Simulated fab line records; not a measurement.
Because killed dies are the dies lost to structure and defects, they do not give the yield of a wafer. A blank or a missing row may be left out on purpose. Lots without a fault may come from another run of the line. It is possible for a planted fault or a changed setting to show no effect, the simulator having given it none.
fab line records	flow sky130
record: lots: 12	wafers: 36	last_day: 50
route steps=708 shown VT_ADJUST_HVTP@92 SONOS_ONO@183 GATE_OXIDE@188 LDD_HVP@285 PAD_OPEN@708
lots that met no fault: taken from a fault-free run of the same line
start_h: start of the lot's first displayed wafer, in hours after the record's first day	wait_h: how many hours have passed since the lot's step before this one	" the same as in the row above	L1.1+2: several wafers, shown together as one row	- no value, or no start was given	* or withheld: withheld	< > ~ a bound
route shown NAME@n: NAME is a module with steps in the file, n the number in the route of the first one	usual: average and standard deviation across the fault-free wafers	same: alike in all rows	chamber/n: place in a boat	sites: readings site by site	_std_site: how widely they spread, as a standard deviation	_edge_site: the outer-site mean with the inner-site mean subtracted	radius_mm: for every site, how far away it sits from the centre of the wafer	mask NAME#n: copy n	behind: the tool/chamber that last shaped the wafer	hold: the reason the lot was held/the length of the hold in hours/how it ended	device: whichever transistor did not switch (one of n, p or np)	end of line: at the end of the route, the tests of the same wafers	step lacking rows: just its recipe	killed: at the first sort, the dies lost to defects and structure; wafer yield is something else	map: shows each die of a wafer: x if killed, . if not, _ if none is there
set.NAME: the setting the step ran with; set.NAME@STEP: the setting that earlier step ran with	model.NAME: the simulator's own value behind a step, which no gauge read
route steps across a sampled set of lots; one table per step, one row per wafer
services: when a tool's chamber went out of use (start_h, in hours from the record's first day, below 0 if earlier), for how many hours, and the reason
== steps ==
step: SKY_VT_ADJUST_HVTP_CD_MEAS_07
recipe: target_cd_nm: 380
usual: cd_nm: 380.2/2.4
lot.wafer	tool	chamber	start_h	wait_h	cd_nm
L402.1	cd_sem-02	-	133.12	0.1	381.1
L402.3	"	-	"	"	379.7
L402.4	"	-	"	"	379.3
L403.1	cd_sem-01	-	134.01	0.1	381.8
L403.3	"	-	"	"	382.2
L403.6	"	-	"	"	381.3
L405.3	cd_sem-02	-	148.96	0.1	379.2
L405.4	"	-	"	"	381.4
L405.5	"	-	"	"	380.8
L408.1	cd_sem-02	-	166.71	0.1	379.4
L408.4	"	-	"	"	380.7
L408.6	"	-	"	"	380.0
L410.1	cd_sem-01	-	178.37	0.1	381.5
L410.3	"	-	"	"	380.7
L410.5	"	-	"	"	380.6
L413.1	cd_sem-02	-	198.12	0.1	381.8
L413.2	"	-	"	"	383.1
L413.4	"	-	"	"	380.8
L414.1	cd_sem-02	-	203.22	0.1	375.0
L414.3	"	-	"	"	376.1
L414.6	"	-	"	"	376.0
L415.1	cd_sem-01	-	209.42	0.1	378.1
L415.3	"	-	"	"	375.8
L415.6	"	-	"	"	380.4
L416.1	cd_sem-02	-	214.78	0.1	383.2
L416.3	"	-	"	"	383.7
L416.5	"	-	"	"	381.9
L417.1	cd_sem-01	-	223.98	0.1	383.7
L417.2	"	-	"	"	381.5
L417.5	"	-	"	"	383.5
L419.1	cd_sem-02	-	234.05	0.2	381.6
L419.2	"	-	"	"	382.4
L419.5	"	-	"	"	378.4
L422.2	cd_sem-01	-	261.44	0.1	382.3
L422.3	"	-	"	"	380.5
L422.6	"	-	"	"	381.2
step: SKY_SONOS_ONO_ETCH_15
recipe: target_depth_nm: 19.52	chemistry: CHF3/O2	source_w: 600	bias_w: 200	pressure_mtorr: 40	chf3_flow_sccm: 50	O2_flow_sccm: 5	time_s: 7.8
usual: drypump_motor_current_A: 5.6/0.45	oes_product_au: 0.999/0.0096	throttle_valve_pct: 8.824/0.0091
same: time_s: 7.8
lot.wafer	tool	chamber	start_h	wait_h	drypump_motor_current_A	oes_product_au	rf_hours_counter_h	throttle_valve_pct
L402.1	rie_diel-01	3	293.51	0.0	6.1	1.003	5	8.813
L402.3	"	2	"	"	5.1	0.994	2	8.811
L402.4	"	0	"	"	5.9	0.991	8	8.811
L403.1	rie_diel-02	0	295.63	0.0	5.1	1.008	112	8.824
L403.3	"	2	"	"	5.3	0.990	8	8.816
L403.6	"	0	"	"	5.1	1.002	-	8.836
L405.3	rie_diel-01	1	324.89	0.0	5.1	1.016	7	8.834
L405.4	"	0	"	"	5.9	0.985	9	8.822
L405.5	"	1	"	"	5.2	1.014	-	8.818
L408.1	rie_diel-02	2	338.14	0.0	5.3	1.000	8	8.815
L408.4	"	3	"	"	5.9	0.998	22	8.823
L408.6	"	1	"	"	5.5	0.991	-	8.810
L410.1	rie_diel-01	0	350.81	0.0	5.9	1.000	9	8.833
L410.3	"	2	"	"	5.1	0.998	2	8.835
L410.5	"	3	"	"	6.0	1.007	-	8.807
L413.1	rie_diel-03	0	378.18	0.0	6.2	1.010	25	8.821
L413.2	"	2	"	"	6.2	0.999	3	8.835
L413.4	"	1	"	"	4.9	0.997	72	8.810
L414.1	rie_diel-03	0	387.36	0.0	6.2	0.999	25	8.810
L414.3	"	2	"	"	6.2	0.998	3	8.815
L414.6	"	3	"	"	5.7	0.986	-	8.825
L415.1	rie_diel-02	3	392.88	0.0	5.9	1.010	23	8.831
L415.3	"	2	"	"	5.3	0.996	10	8.821
L415.6	"	3	"	"	5.9	1.017	-	8.816
L416.1	rie_diel-02	3	401.04	0.0	5.9	1.004	23	8.817
L416.3	"	1	"	"	5.5	0.986	2	8.837
L416.5	"	3	"	"	5.9	1.015	-	8.835
L417.1	rie_diel-01	1	410.44	0.0	5.2	0.989	8	8.831
L417.2	"	2	"	"	5.1	0.983	4	8.831
L417.5	"	1	"	"	5.2	1.007	-	8.825
L419.1	rie_diel-03	2	423.49	0.0	6.2	0.995	4	8.810
L419.2	"	3	"	"	5.6	0.977	101	8.819
L419.5	"	2	"	"	6.2	0.995	-	8.818
L422.2	rie_diel-01	0	463.89	0.0	5.9	1.008	11	8.815
L422.3	"	1	"	"	5.2	1.013	9	8.826
L422.6	"	2	"	"	5.1	0.987	-	8.823
step: SKY_GATE_OXIDE_OXIDATION_01
recipe: temp_c: 900	ambient: O2	stabilise_s: 600	purge_s: 300	target_thk_a: 102.68	ox_time_s: 1473
usual: ox_temp_c: 899.9/0.45	spike_tc_top_C: 910/3.4	spike_tc_upper_C: 901.1/1.4	zone_power_centre_pct: 14.4/1.3
lot.wafer	tool	chamber	start_h	wait_h	ox_temp_c	spike_tc_top_C	spike_tc_upper_C	zone_power_centre_pct
L402.1	furnace-02	0	294.68	0.8	900.1	906	902.0	13.1
L402.3	"	0	"	"	900.4	906	900.9	13.2
L402.4	"	0	"	"	900.5	905	900.5	12.9
L403.1	furnace-02	0	297.60	1.6	899.1	907	902.6	13.4
L403.3	"	0	"	"	899.2	906	903.3	13.4
L403.6	"	0	"	"	899.3	905	903.4	13.3
L405.3	furnace-02	0	326.31	1.1	899.2	909	902.3	13.4
L405.4	"	0	"	"	899.8	907	902.3	13.3
L405.5	"	0	"	"	900.4	907	902.8	13.1
L408.1	furnace-01	0	340.70	2.2	900.4	913	900.3	15.8
L408.4	"	0	"	"	899.9	913	897.6	16.0
L408.6	"	0	"	"	899.4	911	899.2	15.7
L410.1	furnace-02	0	352.11	0.9	899.2	906	901.1	13.3
L410.3	"	0	"	"	899.3	906	901.5	12.9
L410.5	"	0	"	"	900.5	908	903.4	13.4
L413.1	furnace-01	0	380.54	2.0	900.6	915	901.7	15.7
L413.2	"	0	"	"	899.6	915	901.1	15.7
L413.4	"	0	"	"	899.8	913	899.4	16.0
L414.1	furnace-02	0	387.68	0.0	900.5	908	901.5	13.4
L414.3	"	0	"	"	900.1	906	900.9	13.2
L414.6	"	0	"	"	900.1	906	902.2	13.4
L414.1	furnace-01	0	390.13	1.0	900.4	913	899.9	15.4
L414.3	"	0	"	"	899.8	911	900.9	15.9
L414.6	"	0	"	"	899.4	914	898.5	15.7
L415.1	furnace-01	0	393.20	0.0	899.5	912	899.1	16.2
L415.3	"	0	"	"	900.3	912	900.4	15.9
L415.6	"	0	"	"	899.7	914	900.0	16.0
L415.1	furnace-02	0	395.41	0.8	900.0	906	901.7	13.2
L415.3	"	0	"	"	900.4	907	902.2	13.3
L415.6	"	0	"	"	899.8	908	901.5	12.9
L416.1	furnace-02	0	402.21	0.9	900.1	906	902.4	13.1
L416.3	"	0	"	"	900.3	908	903.0	13.2
L416.5	"	0	"	"	899.8	907	902.1	13.2
L417.1	furnace-01	0	411.53	0.8	899.3	914	900.8	15.8
L417.2	"	0	"	"	899.3	916	899.1	15.9
L417.5	"	0	"	"	900.4	913	900.2	15.9
L419.1	furnace-01	0	423.80	0.0	899.9	914	899.5	15.4
L419.2	"	0	"	"	900.7	914	900.0	16.0
L419.5	"	0	"	"	900.5	912	899.3	15.6
L419.1	furnace-01	0	426.56	1.3	900.1	914	900.1	15.8
L419.2	"	0	"	"	900.3	915	900.9	15.7
L419.5	"	0	"	"	901.0	913	900.2	15.7
L422.2	furnace-02	0	464.20	0.0	900.8	905	902.1	13.3
L422.3	"	0	"	"	900.7	908	901.5	13.3
L422.6	"	0	"	"	900.3	907	901.8	13.2
step: SKY_GATE_OXIDE_THK_MEAS_02
recipe: reads: SiO2_of_GATE_OXIDE_OXIDATION_01
usual: GATE_OXIDE_OXIDATION_00_THK: 10.26/0.18
lot.wafer	tool	chamber	start_h	wait_h	GATE_OXIDE_OXIDATION_00_THK[nm]
L402.1	film_metro-02	-	296.09	0.0	10.33
L402.3	"	-	"	"	10.19
L402.4	"	-	"	"	10.13
L403.1	film_metro-03	-	299.02	0.0	10.13
L403.3	"	-	"	"	10.11
L403.6	"	-	"	"	10.14
L405.3	film_metro-04	-	327.74	0.0	10.37
L405.4	"	-	"	"	10.43
L405.5	"	-	"	"	10.43
L408.1	film_metro-03	-	342.11	0.0	10.50
L408.4	"	-	"	"	10.43
L408.6	"	-	"	"	10.42
L410.1	film_metro-03	-	353.52	0.0	9.91
L410.3	"	-	"	"	10.06
L410.5	"	-	"	"	10.05
L413.1	film_metro-02	-	381.95	0.0	9.99
L413.2	"	-	"	"	10.06
L413.4	"	-	"	"	10.12
L414.1	film_metro-03	-	391.54	0.0	16.56
L414.3	"	-	"	"	16.82
L414.6	"	-	"	"	16.80
L415.1	film_metro-04	-	396.82	0.0	16.89
L415.3	"	-	"	"	16.54
L415.6	"	-	"	"	16.83
L416.1	film_metro-03	-	403.62	0.0	10.84
L416.3	"	-	"	"	10.62
L416.5	"	-	"	"	10.62
L417.1	film_metro-03	-	412.94	0.0	10.35
L417.2	"	-	"	"	10.29
L417.5	"	-	"	"	10.42
L419.1	film_metro-04	-	428.04	0.1	16.30
L419.2	"	-	"	"	16.21
L419.5	"	-	"	"	16.37
L422.2	film_metro-02	-	465.62	0.0	10.22
L422.3	"	-	"	"	10.23
L422.6	"	-	"	"	10.41
step: SKY_LDD_HVP_OVL_MEAS_07
usual: LDD_HVP_OVL: -0.3/1.5
lot.wafer	tool	chamber	start_h	wait_h	LDD_HVP_OVL[nm]
L402.1	overlay-02	-	508.37	0.1	0.4
L402.3	"	-	"	"	0.4
L402.4	"	-	"	"	-0.2
L403.1	overlay-01	-	513.17	0.1	-1.1
L403.3	"	-	"	"	-0.1
L403.6	"	-	"	"	-1.3
L405.3	overlay-01	-	545.99	0.1	0.1
L405.4	"	-	"	"	-0.6
L405.5	"	-	"	"	0.1
L408.1	overlay-01	-	560.97	0.1	-1.2
L408.4	"	-	"	"	-0.9
L408.6	"	-	"	"	0.0
L410.1	overlay-01	-	575.47	0.1	-1.5
L410.3	"	-	"	"	-2.9
L410.5	"	-	"	"	-1.1
L413.1	overlay-01	-	605.02	0.1	-2.3
L413.2	"	-	"	"	-2.6
L413.4	"	-	"	"	-2.8
L414.1	overlay-01	-	609.67	0.1	-2.0
L414.3	"	-	"	"	-1.4
L414.6	"	-	"	"	-2.1
L415.1	overlay-01	-	614.57	0.1	-2.3
L415.3	"	-	"	"	-1.7
L415.6	"	-	"	"	-1.4
L416.1	overlay-02	-	626.87	0.1	-2.0
L416.3	"	-	"	"	-1.0
L416.5	"	-	"	"	0.4
L417.1	overlay-02	-	634.72	0.1	2.0
L417.2	"	-	"	"	0.9
L417.5	"	-	"	"	1.0
L419.1	overlay-02	-	644.77	0.1	-2.6
L419.2	"	-	"	"	-1.8
L419.5	"	-	"	"	-1.6
L422.2	overlay-02	-	679.08	0.1	-1.4
L422.3	"	-	"	"	-0.9
L422.6	"	-	"	"	0.0
step: SKY_PAD_OPEN_PROBE_99
usual: killed_at_M0_to_M3: 43/7.1	killed_at_M4_up: 3.1/1.7	killed_at_contacts: 23/5.1	killed_at_front_end: 14/4.4	killed_at_other: 0.3/0.47	killed_dies: 84/9.9	killed_open: 45/6.6	killed_short: 38/6.8
same: gross_dies: 492	killed_at_back_side: 0
lot.wafer	tool	chamber	start_h	wait_h	killed_at_M0_to_M3	killed_at_M4_up	killed_at_contacts	killed_at_front_end	killed_at_other	killed_dies	killed_open	killed_short
L414.3	prober-02	-	1156.04	0.2	38	1	28	19	1	87	42	45
L414.6	prober-02	-	1156.19	0.2	41	1	24	11	0	77	41	36
killed by level:class
L414.3 CONTACT:geometric_particle:open=13 VIA1:geometric_particle:open=8 METAL2:geometric_particle:short=7 CONTACT:geometric_particle:short=6 METAL1:geometric_particle:short=6 POLY_GATE:geometric_particle:short=5 LOCAL_INTERCONNECT:geometric_particle:short=5 VIA3:geometric_particle:open=5
L414.6 VIA1:geometric_particle:open=8 CONTACT:geometric_particle:short=7 METAL1:geometric_particle:short=7 VIA1:geometric_particle:short=7 VIA2:geometric_particle:open=7 CONTACT:geometric_particle:open=6 LI_CONTACT:geometric_particle:open=5 VIA3:geometric_particle:open=5
== services ==
tool	chamber	start_h	hours	kind
rie_diel-01	-	275.98	0.7	repair
rie_diel-02	1	285.53	12.8	repair
rie_diel-02	1	298.37	-	clean
rie_diel-02	1	298.37	13.5	scheduled_down
rie_diel-02	1	298.37	13.5	vent_cycle
rie_diel-02	-	311.79	14.6	pm
furnace-01	-	317.10	2.8	pm
rie_diel-01	1	325.71	2.8	repair
rie_diel-03	-	333.76	0.3	repair
rie_diel-02	3	338.73	10.3	repair
rie_diel-02	3	370.76	7.5	repair
rie_diel-02	0	378.23	-	clean
rie_diel-02	0	378.23	29.6	scheduled_down
rie_diel-02	0	378.23	29.6	vent_cycle
rie_diel-01	-	424.49	2.8	pm
furnace-02	-	425.59	2.8	pm
rie_diel-02	0	431.47	5.0	repair
furnace-01	-	433.71	4.0	pm
furnace-01	-	446.06	3.8	pm
rie_diel-03	3	452.08	-	clean
rie_diel-03	3	452.08	16.2	scheduled_down
rie_diel-03	3	452.08	16.2	vent_cycle
== key ==
first_sign: step: SKY_GATE_OXIDE_OXIDATION_01	reading: visit	direction: added
effect: step: SKY_GATE_OXIDE_THK_MEAS_02	reading: GATE_OXIDE_OXIDATION_00_THK	direction: up	sigmas: 35	usual: 10.26	struck: 16.59
met_at SKY_GATE_OXIDE_OXIDATION_01
struck_lots L414,L415,L419
tester_left_out L414,L415,L419
not_acting_at SKY_VT_ADJUST_HVTP_CD_MEAS_07,SKY_SONOS_ONO_ETCH_15,SKY_LDD_HVP_OVL_MEAS_07
fault: kind: repeated_step_whole	tool: furnace-01,furnace-02	chamber: -	onset_h: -	steps: SKY_GATE_OXIDE_OXIDATION_01	times: 1	scope: struck_lots_only
tester_left_out: of these lots the tester's yield and bins aren't shown, on N5 and GAA mostly nor the transistor test; their killed dies are dies lost to structure and defects alone, not to doping, threshold or leakage, so they don't give the yield
